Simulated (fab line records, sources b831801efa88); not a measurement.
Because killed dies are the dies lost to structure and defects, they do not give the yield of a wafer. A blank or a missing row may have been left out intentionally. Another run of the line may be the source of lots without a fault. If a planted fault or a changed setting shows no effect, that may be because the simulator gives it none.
A struck lot beside a sound one / flow gf180mcu / 29 steps out of a route of 602
Sound: the wafers L481.2, L481.3, L481.4. Struck: wafer L494.3. (L494.4, L494.5 of the same lot were not struck and are left out.) The cause comes at the end.
Each step with rows lists, per side, the tool, then ch with its chambers, then its first start. Under that, the readings that differ: sound wafers / struck wafers / difference of the means / sigmas: that difference in standard deviations of wafers without a fault.
alike: readings whose means differ by less than 2 such deviations, and words and numbers that are the same on both sides. not compared: withheld readings, readings that some wafer has no value for, bounds like >300 that may hide the same value, and numbers for which the record gives no deviation and whose values overlap.
The two part at a step that has a row with sigmas, a row that says differs or no value, or rows on one side only. When numbers do not overlap yet have no deviation, they are printed without sigmas and do not part them. A reading that every wafer of one side lacks parts them only if that side has two wafers or more.

first, 6 steps without rows for these wafers: GF_HV_LDD_IMPLANT_48; GF_HV_LDD_STRIP_49 (strips in O2/N2); GF_HV_LDD_CLEAN_51 (cleans in SC1/SC2, time 150 s); GF_HV_LDD_RTA_52 (time 10 s); GF_HV_LDD_CVD_54 (deposits SiO2 from TEOS, target thk 10 nm, time 75 s); GF_HV_LDD_CVD_56 (deposits Si3N4 from DCS/NH3, target thk 90 nm, time 1543 s).
GF_HV_LDD_ETCHBACK_58: etches Si3N4 in CH3F/O2, stops on SiO2, time 100 s, target depth 90 nm.
  sound on rieDiel-02 ch 0,1,2, day 14 12:16; struck on rieDiel-03 ch 0, day 18 17:17
reading=model.SiO2_of_HV_LDD_CVD_54.thkNm (nm); sound=7.624 7.585 7.588; struck=7.981; difference=+0.382; sigmas=
  alike: drypumpMotorCurrentA, oesProductAu, throttleValvePct
  not compared: rfHoursCounterH
then, 19 steps without rows for these wafers: GF_NSD_DEHYDRATE_00 (time 60 s); GF_NSD_HMDS_01 (prime time 60 s); GF_NSD_COAT_02 (resist thk 1000 nm); GF_NSD_SOFTBAKE_03 (time 60 s); GF_NSD_EXPOSE_04 (exposes mask Nplus, target cd 400 nm); GF_NSD_PEB_05; GF_NSD_DEVELOP_06 (develop time 60 s); GF_NSD_IMPLANT_09; GF_NSD_IMPLANT_10; GF_NSD_STRIP_11 (strips in O2/N2); GF_PSD_DEHYDRATE_00 (time 60 s); GF_PSD_HMDS_01 (prime time 60 s); GF_PSD_COAT_02 (resist thk 1000 nm); GF_PSD_SOFTBAKE_03 (time 60 s); GF_PSD_EXPOSE_04 (exposes mask Pplus, target cd 400 nm); GF_PSD_PEB_05; GF_PSD_DEVELOP_06 (develop time 60 s); GF_PSD_IMPLANT_09; GF_PSD_STRIP_10 (strips in O2/N2).
-- the record jumps here: 2 days lie between the struck wafers' starts before and after --
GF_PSD_CLEAN_12: cleans in SC1/SC2, time 150 s.
  sound on wetBench-04 ch 3, day 16 08:19; struck on wetBench-01 ch 0, day 20 19:00
reading=model.SiO2_of_HV_LDD_CVD_54.thkNm (nm); sound=6.934 6.896 6.904; struck=7.301; difference=+0.390; sigmas=
  alike: tempC
then, 1 step without rows for these wafers: GF_PSD_RTA_13 (time 20 s).
-- the record jumps here: 13 days lie between the struck wafers' starts before and after (it left off in module PSD and takes up again in module PASSIVATION, whose first step shown is number 602 of the route) --
GF_PASSIVATION_PROBE_99:
  the record has rows for the struck wafers here (prober-02, day 34 05:51) and none for the sound ones

== WHERE THEY PART ==
GF_PASSIVATION_PROBE_99 only, going by this record.

WHY: the cause the simulator had injected
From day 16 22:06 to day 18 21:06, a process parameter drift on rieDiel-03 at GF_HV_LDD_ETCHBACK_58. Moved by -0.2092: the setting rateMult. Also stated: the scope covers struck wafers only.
